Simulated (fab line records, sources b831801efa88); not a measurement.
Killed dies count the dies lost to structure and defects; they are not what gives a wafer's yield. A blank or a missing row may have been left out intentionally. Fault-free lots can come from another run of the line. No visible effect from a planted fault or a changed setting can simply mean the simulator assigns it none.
Comparing a struck lot with a sound one	flow sky130	31 out of 708 route steps
Sound: these wafers, L924.1, L924.5, L924.6. Struck: wafer L925.3. (L925.1, L925.4 of the same lot were not struck and are left out.) The cause comes at the end.
Per side, at each step with rows, come the tool, then ch with its chambers, and then its first start. Under that, the readings that differ: sound wafers	struck wafers	difference of the means	sigmas: that difference in standard deviations of wafers without a fault.
alike: words and numbers the same on both sides, and readings whose means are apart by under 2 such deviations; not compared: readings that were withheld, readings missing a value for some wafer, numbers with overlapping values and no deviation given by the record, and bounds like >300 which may hide the same value.
The two part at a step that has a row with sigmas, a row that says differs or no value, or rows on one side only. Non-overlapping numbers with no deviation appear without sigmas and do not part them. A reading missing from all wafers of one side parts the sides only when that side holds two or more wafers.

first, 1 step without rows for these wafers: SKY_VIA1_ETCH_15 (etches SiO2 in C4F8/O2/Ar, stops on TiN, target depth 351 nm, time 54 s).
SKY_VIA1_STRIP_16: strips in O2/N2.
  sound on plasma asher-03 ch 0,1, day 37 21:06; struck on plasma asher-01 ch 1, day 38 11:29
  alike: drypump motor current A, oes product au, strip time to endpoint s
  not compared: rf hours counter h
then, 3 steps without rows for these wafers: SKY_VIA1_STRIP_17 (strips in post etch residue remover, time 1200 s); SKY_VIA1_CLEAN_18 (cleans in IPA, time 180 s); SKY_VIA1_CLEAN_19 (cleans in O3/DIW).
SKY_VIA1_SPUTTER_20: material TiN, target thk 20 nm, time 80 s.
  sound on pvd sputter-04 at day 37 21:42; struck on pvd sputter-02 at day 38 12:10
  alike: cathode dc power W, throttle valve pct
then, 1 step without rows for these wafers: SKY_VIA1_CVD_21 (deposits W, target thk 270 nm, time 80.902 s).
SKY_VIA1_RS_MEAS_22: measurement is done with a four-point probe.
  sound on film metro-01 at day 37 21:56; struck on film metro-01 at day 38 12:19
  alike: VIA1_W_RS
SKY_VIA1_THK_MEAS_23: measures by xrf.
  sound on film metro-01 at day 37 22:04; struck on film metro-01 at day 38 12:26
  alike: VIA1_W_THK
SKY_VIA1_CMP_24: polishes, stops on SiO2, t overpolish 15 s, target thk 0 nm.
  sound on cmp-02 ch 0,1,2, day 37 22:16; struck on cmp-02 ch 1, day 38 12:29
  alike: motor current A, overpolish run s, time to endpoint s
then, 2 steps without rows for these wafers: SKY_METAL2_SPUTTER_00 (material Ti, target thk 15 nm, time 10 s); SKY_METAL2_SPUTTER_01 (material TiN, target thk 20 nm, time 16.7 s).
SKY_METAL2_SPUTTER_02: material AlCu, target thk 250 nm, time 13.3 s.
  sound on pvd sputter-02 at day 37 22:28; struck on pvd sputter-03 at day 38 12:50
reading	sound	struck	difference	sigmas
model.AlCu_of_METAL2_SPUTTER_02.thk nm (nm)	248.5 248.9 242.7	379.7	+133.0	
  alike: cathode dc power W, throttle valve pct
then, 2 steps without rows for these wafers: SKY_METAL2_SPUTTER_03 (material Ti, target thk 5 nm, time 3.3 s); SKY_METAL2_SPUTTER_04 (material TiN, target thk 70 nm, time 58.3 s).
SKY_METAL2_RS_MEAS_05: measurement is done with a four-point probe.
  sound on film metro-04 at day 37 22:34; struck on film metro-01 at day 38 12:56
reading	sound	struck	difference	sigmas
METAL2_ALCU_RS (ohm/sq)	0.1278 0.1272 0.1310	0.0828	-0.0459	-31
SKY_METAL2_THK_MEAS_06: measures by xrf.
  sound on film metro-04 at day 37 22:41; struck on film metro-01 at day 38 13:03
reading	sound	struck	difference	sigmas
METAL2_ALCU_THK (nm)	251 250 245	383	+134	+42
then, 8 steps without rows for these wafers: SKY_METAL2_DEHYDRATE_07 (time 60 s); SKY_METAL2_HMDS_08 (prime time 60 s); SKY_METAL2_COAT_09 (resist thk 60 nm); SKY_METAL2_COAT_10 (resist thk 450 nm); SKY_METAL2_SOFTBAKE_11 (time 88.15 s); SKY_METAL2_EXPOSE_12 (exposes mask MM2, target cd 140 nm); SKY_METAL2_PEB_13; SKY_METAL2_DEVELOP_14 (develop time 60 s).
SKY_METAL2_CD_MEAS_15: the cd target is 140 nm.
  sound on cd sem-01 at day 38 23:21; struck on cd sem-01 at day 39 13:55
  alike: cd nm
SKY_METAL2_OVL_MEAS_16:
  sound on overlay-02 at day 38 23:28; struck on overlay-02 at day 39 14:02
  alike: METAL2_OVL
SKY_METAL2_DESCUM_17: chemistry O2, time 8 s.
  sound on rie metal-04 ch 1, day 38 23:31; struck on rie metal-01 ch 0, day 39 14:04
  alike: drypump motor current A, oes product au, rf fwd power W
  not compared: rf hours counter h
SKY_METAL2_ETCH_18: etches BARC in N2/H2, stops on SiO2, time 45.9 s, target depth 60 nm.
  sound on rie metal-04 ch 1, day 38 23:34; struck on rie metal-01 ch 0, day 39 14:05
reading	sound	struck	difference	sigmas
rf fwd power W (W)	497.3 498.7 496.5	491.0	-6.5	-3
  alike: drypump motor current A, oes product au, throttle valve pct
  not compared: rf hours counter h
SKY_METAL2_METAL_ETCH_19: etches the open film in Cl2/BCl3, stops on SiO2, target depth 360 nm, time 78 s.
  sound on rie metal-04 ch 1, day 38 23:42; struck on rie metal-01 ch 0, day 39 14:10
reading	sound	struck	difference	sigmas
oes product au (a.u.)	0.854 0.849 0.843	0.996	+0.147	+24
  alike: drypump motor current A, rf fwd power W, throttle valve pct
  not compared: rf hours counter h
then, 1 step without rows for these wafers: SKY_METAL2_STRIP_20 (strips in O2/N2).

== WHERE THEY PART ==
At SKY_METAL2_RS_MEAS_05 first; at SKY_METAL2_METAL_ETCH_19 last (within this record only).

WHY: the cause the simulator had injected
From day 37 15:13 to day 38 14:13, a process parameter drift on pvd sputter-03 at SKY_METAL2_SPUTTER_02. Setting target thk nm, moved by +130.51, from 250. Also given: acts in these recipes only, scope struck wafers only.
